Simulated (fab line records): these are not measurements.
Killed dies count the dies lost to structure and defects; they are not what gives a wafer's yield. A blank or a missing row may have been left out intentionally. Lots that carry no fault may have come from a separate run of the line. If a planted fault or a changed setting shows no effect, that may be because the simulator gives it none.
Which tool was responsible? ; flow gf180mcu ; 33 wafers from 11 lots sampled at 5 of the route's 602 steps

## WHAT THE GAUGES SHOWED, per wafer
GF_NWELL_OVL_MEAS_07.
lot;measured;on;NWELL_OVL (nm)
L106;day 3 12:31;overlay-01;-0.5 0.3 0.3
L115;day 5 14:08;overlay-02;- - -
L118;day 6 04:02;overlay-01;-1.0 -0.7 -1.0
L119;day 6 09:43;overlay-01;-1.0 1.4 -1.0
L120;day 6 18:38;overlay-01;-2.3 -1.9 -1.3
L121;day 6 22:43;overlay-02;-1.8 -1.5 -0.8
L122;day 7 06:08;overlay-01;-2.2 -2.2 -4.4
L124;day 7 16:28;overlay-02;-0.7 -1.2 -2.1
L126;day 8 02:58;overlay-01;-1.4 0.2 -0.9
L127;day 8 08:01;overlay-02;-1.6 -2.0 -3.2
L128;day 8 15:02;overlay-01;2.1 2.3 2.0

GF_NWELL_TW_MEAS_11.
lot;measured;on;NWELL_TW
L106;day 3 12:57;film_metro-01;1592 1590 1586
L115;day 5 14:34;film_metro-03;30 30 30
L118;day 6 04:28;film_metro-01;1595 1591 1590
L119;day 6 10:10;film_metro-01;1589 1591 1590
L120;day 6 19:05;film_metro-01;1600 1593 1598
L121;day 6 23:10;film_metro-01;1595 1597 1597
L122;day 7 06:34;film_metro-03;1579 1580 1582
L124;day 7 16:55;film_metro-01;1596 1600 1592
L126;day 8 03:24;film_metro-04;1562 1575 1567
L127;day 8 08:27;film_metro-04;1569 1570 1566
L128;day 8 15:29;film_metro-04;1570 1569 1570

GF_PSD_RS_MEAS_14: the measuring method here is four-point-probe.
lot;measured;on;NSD_RS (ohm/sq)
L106;day 14 16:04;film_metro-03;46.09 46.13 46.07
L115;day 17 19:17;film_metro-04;46.27 46.12 46.16
L118;day 18 18:25;film_metro-04;46.32 46.29 46.29
L119;day 19 05:40;film_metro-03;46.19 46.14 46.19
L120;day 19 19:22;film_metro-04;46.12 46.24 46.26
L121;day 20 00:17;film_metro-03;46.22 46.21 46.15
L122;day 20 12:37;film_metro-02;46.28 46.24 46.18
L124;day 20 23:42;film_metro-02;46.28 46.24 46.31
L126;day 21 14:22;film_metro-02;46.11 46.15 46.21
L127;day 21 23:05;film_metro-04;46.28 46.25 46.21
L128;day 22 09:11;film_metro-04;46.07 46.22 46.26

## EACH LOT AND THE TOOL THAT RAN IT (in order: tool; ch and the chambers of the sampled wafers; start)
lot;GF_STI_ETCH_13;GF_NWELL_EXPOSE_04
L106;rie_diel-02 ch 0,1,2, day 2 06:08;iline_stepper-02 ch 0, day 3 06:39
L115;rie_diel-02 ch 0,2, day 4 04:29;iline_stepper-01 ch 0, day 5 06:58
L118;rie_diel-02 ch 0,1,3, day 4 19:32;iline_stepper-01 ch 0, day 5 20:49
L119;rie_diel-03 ch 1,3, day 5 00:42;iline_stepper-01 ch 0, day 6 02:51
L120;rie_diel-02 ch 0,2, day 5 08:21;iline_stepper-02 ch 0, day 6 11:07
L121;rie_diel-03 ch 0,3, day 5 11:18;iline_stepper-02 ch 0, day 6 14:59
L122;rie_diel-01 ch 0,3, day 5 18:02;iline_stepper-01 ch 0, day 6 22:32
L124;rie_diel-02 ch 1,2,3, day 6 02:47;iline_stepper-02 ch 0, day 7 08:46
L126;rie_diel-01 ch 1,2,3, day 6 13:53;iline_stepper-01 ch 0, day 7 19:11
L127;rie_diel-02 ch 1,2,3, day 6 18:36;iline_stepper-01 ch 0, day 7 23:47
L128;rie_diel-01 ch 1,2, day 7 00:53;iline_stepper-02 ch 0, day 8 07:02
- GF_STI_ETCH_13: etches the open film in CHF3/O2, stops on Si, target depth 282.31 nm, time 112.9 s.
- GF_NWELL_EXPOSE_04: exposes mask Nwell, target cd 860 nm.

## AS READ BY THE TOOLS THEMSELVES (means over the sampled wafers that have a number; for cases with no such wafer, the mark the record gives instead)
GF_STI_ETCH_13.
lot;tool;bias_w (W);chamber_pressure_mTorr (mTorr);drypump_motor_current_A (A);oes_product_au (a.u.);throttle_valve_pct (%)
L106;rie_diel-02;199.8;39.99;5.8;0.846;8.816
L115;rie_diel-02;200.2;40.01;5.5;0.849;8.818
L118;rie_diel-02;199.4;40.01;6.0;0.845;8.826
L119;rie_diel-03;200.8;40.04;5.8;0.858;8.814
L120;rie_diel-02;199.8;40.02;5.5;0.847;8.818
L121;rie_diel-03;199.2;40.02;6.5;0.855;8.812
L122;rie_diel-01;199.7;40.00;5.7;0.852;8.815
L124;rie_diel-02;200.2;40.00;5.5;0.854;8.811
L126;rie_diel-01;200.3;40.01;5.7;0.851;8.820
L127;rie_diel-02;200.1;39.97;5.5;0.846;8.826
L128;rie_diel-01;199.7;40.00;5.7;0.852;8.815

GF_NWELL_EXPOSE_04.
lot;tool;focus_offset_nm (nm);reticle_temp_C (C)
L106;iline_stepper-02;0.0;23.01
L115;iline_stepper-01;0.1;23.03
L118;iline_stepper-01;-0.0;23.13
L119;iline_stepper-01;0.3;23.07
L120;iline_stepper-02;0.2;22.93
L121;iline_stepper-02;-0.2;22.93
L122;iline_stepper-01;-0.1;22.92
L124;iline_stepper-02;0.8;22.90
L126;iline_stepper-01;0.4;23.02
L127;iline_stepper-01;-0.6;22.94
L128;iline_stepper-02;-0.0;23.04

## THE ANSWER, worked out from the rows above alone
Rule: what is usual is taken from the lots themselves. Put in order of their means at a reading, lots are off if they are a third of the lots or fewer, leave a main group of 4 or more, and stand apart from it by a gap of 3 or more times the standard deviation of the main group's means; of several such gaps the widest counts. A main group is skipped when, at the precision printed for the reading in the tables above, its means are all equal. A lot without any number at a reading at which 4 lots or more have one is off too. Where the step has rows for the other lots, those lots are counted as sound. After the gauges, taken in route order, come the tools' own readings; for these a lot's mean is taken, as printed above. At the first step where some lot is off, the reading lying furthest off is the one used; lots without a number count as furthest.
Off: L115, seen at GF_NWELL_OVL_MEAS_07 (NWELL_OVL). Without a number there: L115. The main group has a mean of -0.9 nm with a standard deviation of 1.3.
If a tool, at a process step before that reading, ran all the lots that are off and no sound lot after the first of them, it fits. The gauges at GF_NWELL_OVL_MEAS_07 aren't tried: what is off there is off at GF_NWELL_TW_MEAS_11 too, on other tools, and a gauge's error can't cause that. No candidate that was tried fits.

## WHAT THE SIMULATOR HAD INSERTED
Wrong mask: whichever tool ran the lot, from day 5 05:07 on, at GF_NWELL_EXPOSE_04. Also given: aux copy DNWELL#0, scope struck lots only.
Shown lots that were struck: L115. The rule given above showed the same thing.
